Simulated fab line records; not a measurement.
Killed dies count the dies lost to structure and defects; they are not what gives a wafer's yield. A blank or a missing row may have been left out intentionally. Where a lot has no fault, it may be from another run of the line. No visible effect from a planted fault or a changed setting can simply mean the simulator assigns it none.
Lot-split experiment ; flow sky130 ; 23 wafers read across 5 lots, on a route 708 steps long

SPLIT DETAILS
At SKY_LI_CONTACT_SPUTTER_19 (material Ti, target thk 20 nm, time 106.37 s), the setting chamberPressurePa was moved away from the recipe's 5 Pa on 10 of the 23 wafers read, by -11.0% to -7.9%. All remaining wafers had this setting at the recipe value.

The split's own step is where the reading is taken.

THE READING
Ti_of_LI_CONTACT_SPUTTER_19.thkNm (the simulator's own value, which no gauge read), in nm, at SKY_LI_CONTACT_SPUTTER_19 (material Ti, target thk 20 nm, time 106.37 s). The file does not state a usual value for it. Average 19.87 nm, standard deviation 0.32 nm, over the 13 wafers here run with the recipe.

wafer;tool, chamber at the split;chamberPressurePa as run, Pa;against the recipe;Ti_of_LI_CONTACT_SPUTTER_19.thkNm, nm;against lot-mates on the recipe
L075.1;pvdSputter-03, -;5;recipe;19.97;-
L075.2;pvdSputter-03, -;5;recipe;19.66;-
L075.4;pvdSputter-03, -;5;recipe;19.85;-
L075.5;pvdSputter-03, -;5;recipe;19.93;-
L075.6;pvdSputter-03, -;5;recipe;19.95;-
L078.1;pvdSputter-01, -;5;recipe;19.91;-
L078.4;pvdSputter-01, -;5;recipe;19.11;-
L078.6;pvdSputter-01, -;5;recipe;19.42;-
L079.1;pvdSputter-01, -;4.452;-11.0%;22.42;no lot-mate on the recipe
L079.3;pvdSputter-01, -;4.452;-11.0%;21.98;no lot-mate on the recipe
L079.4;pvdSputter-01, -;4.452;-11.0%;22.24;no lot-mate on the recipe
L079.5;pvdSputter-01, -;4.452;-11.0%;22.57;no lot-mate on the recipe
L079.6;pvdSputter-01, -;4.452;-11.0%;22.01;no lot-mate on the recipe
L084.1;pvdSputter-04, -;5;recipe;20.06;-
L084.3;pvdSputter-04, -;5;recipe;20;-
L084.4;pvdSputter-04, -;5;recipe;20.17;-
L084.5;pvdSputter-04, -;5;recipe;19.89;-
L084.6;pvdSputter-04, -;5;recipe;20.44;-
L085.1;pvdSputter-04, -;4.604;-7.9%;21.58;no lot-mate on the recipe
L085.2;pvdSputter-04, -;4.604;-7.9%;21.44;no lot-mate on the recipe
L085.3;pvdSputter-04, -;4.604;-7.9%;22.03;no lot-mate on the recipe
L085.4;pvdSputter-04, -;4.604;-7.9%;21.55;no lot-mate on the recipe
L085.6;pvdSputter-04, -;4.604;-7.9%;21.56;no lot-mate on the recipe

FIT RESULTS
A straight line over all 23 wafers: Ti_of_LI_CONTACT_SPUTTER_19.thkNm changes by -0.218 nm for each +1% of chamberPressurePa; r = -0.97; the points scatter about the line by 0.29 nm.
Too few moved wafers with a lot-mate on the recipe to fit a line net of each lot's own level.

FILE'S OWN FIT
Ti_of_LI_CONTACT_SPUTTER_19.thkNm changes by -0.218 nm for each +1% of chamberPressurePa, r = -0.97.
